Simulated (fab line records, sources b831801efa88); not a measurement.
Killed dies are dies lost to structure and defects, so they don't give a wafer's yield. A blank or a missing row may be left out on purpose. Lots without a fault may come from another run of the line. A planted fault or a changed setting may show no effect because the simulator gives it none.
Which tool did it? | flow sky130 | 11 lots, 33 wafers sampled, at 3 steps of a route of 708

WHAT THE GAUGES READ, wafer by wafer
SKY_VIA3_THK_MEAS_23: measures by xrf. Usual: VIA3_W_THK 386 nm, standard deviation 9.1.
lot  | measured     | on            | VIA3_W_THK (nm) | flag
L664 | day 39 09:46 | film_metro-03 | 387 391 392     |
L665 | day 39 23:23 | film_metro-02 | 381 384 378     |
L668 | day 41 02:52 | film_metro-02 | 378 398 385     |
L672 | day 42 05:56 | film_metro-03 | 380 403 381     |
L676 | day 43 06:08 | film_metro-03 | 398 397 372     |
L680 | day 44 03:14 | film_metro-03 | 375 382 378     |
L677 | day 44 08:02 | film_metro-03 | 401 380 394     |
L681 | day 44 11:06 | film_metro-04 | 376 376 377     |
L685 | day 45 09:31 | film_metro-02 | 384 393 381     |
L686 | day 45 16:35 | film_metro-02 | 403 402 385     |
L687 | day 45 21:07 | film_metro-02 | 404 401 382     |

SKY_METAL4_CD_MEAS_13: target cd 300 nm. Usual: cd_nm 300.2 nm, standard deviation 1.2.
lot  | measured     | on        | cd_nm (nm)        | flag
L664 | day 41 11:11 | cd_sem-02 | 301.3 302.0 301.0 |
L665 | day 42 00:30 | cd_sem-01 | 300.5 300.0 299.1 |
L668 | day 43 02:32 | cd_sem-02 | 298.7 300.3 300.2 |
L672 | day 44 03:49 | cd_sem-02 | 302.0 299.7 301.2 |
L676 | day 45 02:29 | cd_sem-01 | 299.8 299.8 300.9 |
L680 | day 45 23:24 | cd_sem-02 | 299.2 300.2 299.0 |
L677 | day 46 04:02 | cd_sem-02 | 300.7 301.8 301.8 |
L681 | day 46 06:03 | cd_sem-02 | 300.7 299.7 299.9 |
L685 | day 47 04:14 | cd_sem-02 | 300.0 299.5 299.7 |
L686 | day 47 10:32 | cd_sem-02 | 296.9 299.8 299.1 |
L687 | day 47 14:42 | cd_sem-01 | 299.7 299.8 298.7 |

WHICH TOOL RAN EACH LOT (tool, then ch and the chambers of the sampled wafers, then the start)
lot  | SKY_VIA3_CMP_24
L664 | cmp-02 ch 1,2, day 39 09:53
L665 | cmp-02 ch 0,1, day 39 23:26
L668 | cmp-02 ch 1,2,3, day 41 02:56
L672 | cmp-01 ch 0,2,3, day 42 06:00
L676 | cmp-02 ch 0,2, day 43 06:14
L680 | cmp-02 ch 0,1,3, day 44 03:23
L677 | cmp-01 ch 0,2, day 44 08:19
L681 | cmp-01 ch 0,2,3, day 44 11:15
L685 | cmp-01 ch 0,1,2, day 45 09:41
L686 | cmp-02 ch 1,2,3, day 45 16:38
L687 | cmp-01 ch 1,2,3, day 45 21:15
- SKY_VIA3_CMP_24: polishes, stops on SiO2, t overpolish 20 s, target thk 0 nm.

WHAT THE TOOLS THEMSELVES READ (means of the sampled wafers that have a number; where no wafer has one, the mark that the record gives instead)
SKY_VIA3_CMP_24. Usual: head_pressure_psi 3.501 psi, standard deviation 0.0089; motor_current_A 10.8 A, standard deviation 1.6; overpolish_run_s 20.001 s, standard deviation 0.0092; time_to_endpoint_s 96 s, standard deviation 3.8.
lot  | tool   | head_pressure_psi (psi) | motor_current_A (A) | overpolish_run_s (s) | time_to_endpoint_s (s) | flag
L664 | cmp-02 | 3.506                   | 12.0                | 20.008               | 95                     |
L665 | cmp-02 | 3.496                   | 10.9                | 20.002               | 97                     |
L668 | cmp-02 | 3.499                   | 12.2                | 20.002               | 96                     |
L672 | cmp-01 | 3.494                   | 10.0                | 20.007               | 98                     |
L676 | cmp-02 | 3.498                   | 11.7                | 20.005               | 96                     |
L680 | cmp-02 | 3.508                   | 11.6                | 20.005               | 96                     |
L677 | cmp-01 | 3.500                   | 10.1                | 19.999               | 95                     |
L681 | cmp-01 | 3.505                   | 9.9                 | 19.997               | 93                     |
L685 | cmp-01 | 3.496                   | 10.8                | 19.991               | 95                     |
L686 | cmp-02 | 3.499                   | 12.6                | 20.004               | 100                    |
L687 | cmp-01 | 3.497                   | 10.6                | 19.999               | 99                     |

THE ANSWER, worked out from the rows above alone
Rule: a lot is off if the mean of its wafers that have a number lies more than 3 standard deviations from the usual mean. A lot without any number at a reading at which 4 lots or more have one is off too. The other lots that the step has rows for count as sound. The gauges are gone through in route order, then the tools' own readings, and for those a lot's mean is taken as printed above. The first step at which some lot is off is used, and at that step the reading that is off furthest; a lot without a number counts as furthest.
No lot is off at any reading shown: from this, nothing can be told.

WHAT THE SIMULATOR HAD PUT IN
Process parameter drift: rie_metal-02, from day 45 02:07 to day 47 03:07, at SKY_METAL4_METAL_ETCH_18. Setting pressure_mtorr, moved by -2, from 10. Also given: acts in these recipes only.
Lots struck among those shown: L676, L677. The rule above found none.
